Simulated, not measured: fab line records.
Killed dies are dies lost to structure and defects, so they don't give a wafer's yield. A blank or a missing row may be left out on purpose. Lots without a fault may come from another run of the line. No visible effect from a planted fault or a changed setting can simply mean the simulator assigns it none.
Which tool did it? | flow sky130 | Sampling: 14 lots, 42 wafers, 4 of 708 route steps

## WHAT THE GAUGES READ, wafer by wafer
SKY_NWELL_OVL_MEAS_23.
lot  | measured     | on         | NWELL_01_OVL (nm)
L647 | day 5 05:34  | overlay-01 | -0.1 1.3 -0.9
L648 | day 5 12:19  | overlay-01 | 0.8 2.0 1.9
L649 | day 5 15:50  | overlay-01 | 0.3 0.5 -1.3
L650 | day 6 09:41  | overlay-01 | 0.4 -0.4 -0.3
L652 | day 6 16:55  | overlay-01 | 0.1 -1.0 2.3
L651 | day 6 18:37  | overlay-02 | 0.9 1.7 1.9
L653 | day 6 22:11  | overlay-02 | -0.1 -0.9 -0.7
L654 | day 7 03:02  | overlay-02 | 0.4 -1.3 -1.1
L655 | day 7 11:58  | overlay-01 | 1.2 -0.4 0.4
L663 | day 9 05:28  | overlay-01 | -0.5 -1.4 -2.4
L665 | day 9 22:41  | overlay-01 | -1.5 1.3 0.8
L664 | day 10 00:41 | overlay-02 | 0.9 0.2 -0.2
L666 | day 10 06:52 | overlay-01 | 0.3 0.9 -0.7
L669 | day 10 18:13 | overlay-02 | -2.4 -1.7 -3.6

SKY_VT_ADJUST_HVTR_CD_MEAS_07: the cd target is 380 nm.
lot  | measured     | on        | cd_nm (nm)
L647 | day 9 06:46  | cd_sem-01 | 384.5 379.8 379.3
L648 | day 9 15:29  | cd_sem-02 | 377.5 378.9 379.5
L649 | day 9 20:43  | cd_sem-01 | 379.1 379.2 381.3
L650 | day 10 16:53 | cd_sem-01 | 377.0 377.0 379.6
L652 | day 11 02:40 | cd_sem-01 | 377.9 378.3 376.9
L651 | day 11 03:37 | cd_sem-02 | 381.6 382.2 379.6
L653 | day 11 08:09 | cd_sem-02 | 384.5 383.5 380.7
L654 | day 11 13:53 | cd_sem-01 | 378.7 379.0 379.9
L655 | day 11 22:43 | cd_sem-01 | 378.0 380.5 379.0
L663 | day 14 04:16 | cd_sem-02 | 380.4 379.2 379.3
L665 | day 15 00:16 | cd_sem-01 | 374.9 375.7 373.5
L664 | day 15 01:56 | cd_sem-02 | 379.4 379.2 379.7
L666 | day 15 07:49 | cd_sem-01 | 376.0 376.8 374.4
L669 | day 15 22:16 | cd_sem-01 | 377.7 377.1 376.5

SKY_GATE_OXIDE_THK_MEAS_02.
lot  | measured     | on            | GATE_OXIDE_OXIDATION_00_THK (nm)
L647 | day 12 23:40 | film_metro-01 | 10.00 10.06 9.97
L648 | day 12 22:16 | film_metro-02 | 10.33 10.09 10.20
L649 | day 13 07:26 | film_metro-01 | 10.00 10.07 10.06
L650 | day 14 01:48 | film_metro-02 | 10.33 10.20 10.41
L652 | day 14 14:10 | film_metro-02 | 10.46 10.33 10.43
L651 | day 14 14:10 | film_metro-04 | 10.26 10.05 10.09
L653 | day 14 16:38 | film_metro-04 | 10.18 10.31 10.09
L654 | day 14 23:26 | film_metro-04 | 10.67 10.42 10.46
L655 | day 15 11:10 | film_metro-01 | 10.06 10.21 10.08
L663 | day 18 01:52 | film_metro-02 | 10.31 10.32 10.17
L665 | day 19 01:03 | film_metro-01 | 10.11 10.12 10.18
L664 | day 19 03:52 | film_metro-04 | 10.09 10.34 10.33
L666 | day 19 05:15 | film_metro-01 | 10.27 10.15 10.21
L669 | day 19 20:04 | film_metro-01 | 10.26 10.19 10.32

## EACH LOT AND THE TOOL THAT RAN IT (in order: tool; ch and the chambers of the sampled wafers; start)
lot  | SKY_SONOS_TUNNEL_HMDS_01
L647 | litho_track-02 ch 0, day 10 15:19
L648 | litho_track-04 ch 0, day 11 00:45
L649 | litho_track-04 ch 0, day 11 05:51
L650 | litho_track-03 ch 0, day 12 01:31
L652 | litho_track-03 ch 0, day 12 13:02
L651 | litho_track-03 ch 0, day 12 13:56
L653 | litho_track-04 ch 0, day 12 17:49
L654 | litho_track-04 ch 0, day 12 23:33
L655 | litho_track-03 ch 0, day 13 12:35
L663 | litho_track-03 ch 0, day 15 21:05
L665 | litho_track-03 ch 0, day 16 17:31
L664 | litho_track-02 ch 0, day 16 20:37
L666 | litho_track-02 ch 0, day 17 01:25
L669 | litho_track-02 ch 0, day 17 15:34
- SKY_SONOS_TUNNEL_HMDS_01: prime time 60 s.

## AS READ BY THE TOOLS THEMSELVES (means over the sampled wafers that have a number; for cases with no such wafer, the mark the record gives instead)
SKY_SONOS_TUNNEL_HMDS_01.
lot  | tool           | prime_temp_c (C)
L647 | litho_track-02 | 120.05
L648 | litho_track-04 | 119.99
L649 | litho_track-04 | 119.95
L650 | litho_track-03 | 119.99
L652 | litho_track-03 | 120.01
L651 | litho_track-03 | 120.14
L653 | litho_track-04 | 119.87
L654 | litho_track-04 | 119.91
L655 | litho_track-03 | 119.92
L663 | litho_track-03 | 116.88
L665 | litho_track-03 | 116.90
L664 | litho_track-02 | 120.08
L666 | litho_track-02 | 120.05
L669 | litho_track-02 | 119.94

## THE ANSWER, worked out from the rows above alone
Rule: what is usual is taken from the lots themselves. Put in order of their means at a reading, lots are off if they are a third of the lots or fewer, leave a main group of 4 or more, and stand apart from it by a gap of 3 or more times the standard deviation of the main group's means; of several such gaps the widest counts. Not used: any main group whose means are identical at the precision the tables above print for the reading. Also off: a lot with no number at a reading for which 4 or more lots have one. Where the step has rows for the other lots, those lots are counted as sound. First the gauges in route order, then the tools' own readings, where a lot's mean is used as printed above. The first step at which some lot is off is used, and at that step the reading that is off furthest; a lot without a number counts as furthest.
Off: L663, L665, at SKY_SONOS_TUNNEL_HMDS_01 (prime_temp_c). The main group has a mean of 119.99 C with a standard deviation of 0.075.
If a tool, at that step or one of the process steps before it, ran each lot that is off and ran no sound lot following the first of them, it fits. One fits: litho_track-03 at SKY_SONOS_TUNNEL_HMDS_01. Its last sound lot is L655 (day 13 12:35), its first lot that is off L663 (day 15 21:05): a fault that began between those two fits.
On the lots that are off, the tool's own readings at SKY_SONOS_TUNNEL_HMDS_01 differ by more than 5 times the standard deviation of the sound lots' means, which bears it out; prime_temp_c reads 116.89 C there versus 119.99 C on the sound lots.

## WHAT THE SIMULATOR HAD PUT IN
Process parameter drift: litho_track-03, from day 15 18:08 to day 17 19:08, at SKY_SONOS_TUNNEL_HMDS_01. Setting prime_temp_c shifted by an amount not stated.
Lots struck among those shown: L663, L665. The rule above found the same.
